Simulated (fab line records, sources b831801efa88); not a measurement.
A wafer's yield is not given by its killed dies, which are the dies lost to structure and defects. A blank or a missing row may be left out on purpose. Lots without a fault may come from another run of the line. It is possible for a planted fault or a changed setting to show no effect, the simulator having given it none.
Code-filled problem report in 8D (eight disciplines) form :: flow sky130 :: the parts of the form that need people (team, actions taken, sign-off) are left out

## 1. WHAT WENT WRONG
Across 6 wafers from 2 lots, SD_N_RS at SKY_SD_N_RS_MEAS_16 averages 70.05 ohm/sq, while fault-free wafers read 68.86 ohm/sq with a standard deviation of 0.15. Relative to the usual mean, that is a shift of +7.9 standard deviations.
The step: measures by four-point-probe.
First seen on wafer L629.1, day 31 16:47, on film_metro-04. Wafers with a number at this step in the record: 36, from 12 lots. The rule behind "out" and "out of limits": a value lying over 4 standard deviations away from the usual mean. The rest of the wafers with a number are treated as sound.

## 2. WHAT IT IS, AND WHAT IT ISN'T
question: which readings at this step
is: SD_N_RS
is not: -

question: which lots
is: L629, L631
is not: L621, L625, L627, L630, L634, L638, L640, L641, L642, L644

question: which wafers of those lots
is: all that have a number
is not: -

question: read on which gauges
is: film_metro-03, film_metro-04
is not: film_metro-01

question: when
is: from day 31 16:47
is not: up to then (9 sound wafers); but 21 sound wafers of L630, L634, L638, L640, L641, L642, L644 came after

## 3. WHAT RULES OUT EACH SUSPECT
Counting: a tool at any process step up to the reading remains a suspect when it ran all the lots that are out and ran no sound lot after the first of those.
- ruled out: the gauge at SKY_SD_N_RS_MEAS_16. The wafers that are out were read on 2 gauges (film_metro-03, film_metro-04).
- plasma_asher-04 at SKY_LDD_LDN_STRIP_12 (strips in O2/N2): kept. It ran every lot that is out, first L629 (day 26 20:19), and no sound lot after that; its last sound lot up to then is L621 (day 22 22:13).
- implanter-01 at SKY_SD_N_IMPLANT_10: ruled out as a lasting fault. After its first lot that is out, L629 (day 31 16:14), sound lots L640, L641, L642 ran on it.
After counting, what remains is plasma_asher-04 at SKY_LDD_LDN_STRIP_12.

## 4. THE CAUSE (what the simulator had put in)
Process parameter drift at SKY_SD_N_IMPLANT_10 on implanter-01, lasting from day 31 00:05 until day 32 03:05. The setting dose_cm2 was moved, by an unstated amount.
It was ruled out by counting, in error; the rule expects a fault to strike all lots run on its tool from its start on, and this fault did not.

## 5. THE CHAIN OF EFFECTS, in route order
Each row: a reading whose mean over the struck wafers that have a number lies more than 3 standard deviations from the usual. Readings are gone through only where the record gives a usual standard deviation; hours: the median, over the lots, of the time from a lot's start at the first step in this table giving one to that lot's start at this step; sigmas: the change measured in usual standard deviations.
hours: 0
step: SKY_SD_N_IMPLANT_10
reading: dose_ions_cm2
usual: 1.0002e+14
on struck wafers: 4.5137e+13
change: -5.4883e+13
sigmas: -99 or more

hours: 0
step: SKY_SD_N_IMPLANT_10
reading: faraday_current_uA
usual: 519
on struck wafers: 254
change: -265
sigmas: -12

hours: 1
step: SKY_SD_N_RS_MEAS_16
reading: SD_N_RS
usual: 68.86 ohm/sq
on struck wafers: 70.05
change: +1.19
sigmas: +7.9
Here are the process steps it includes:
- SKY_SD_N_IMPLANT_10
Later measuring or inspecting steps at which every struck wafer that the step has a row for has a number for every such reading, and none has moved that far: SKY_LOCAL_INTERCONNECT_THK_MEAS_02.

## 6. HOW IT WOULD HAVE BEEN CAUGHT EARLIER
17 hours passed between the start of the fault at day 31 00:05 and the first reading out of limits at a measuring or inspecting step in this record, taken at day 31 16:47.
The tool's own readings at SKY_SD_N_IMPLANT_10 were out on every struck wafer that the step has a row for (dose_ions_cm2, faraday_current_uA): an alarm limit on them would have fired on the first of those.
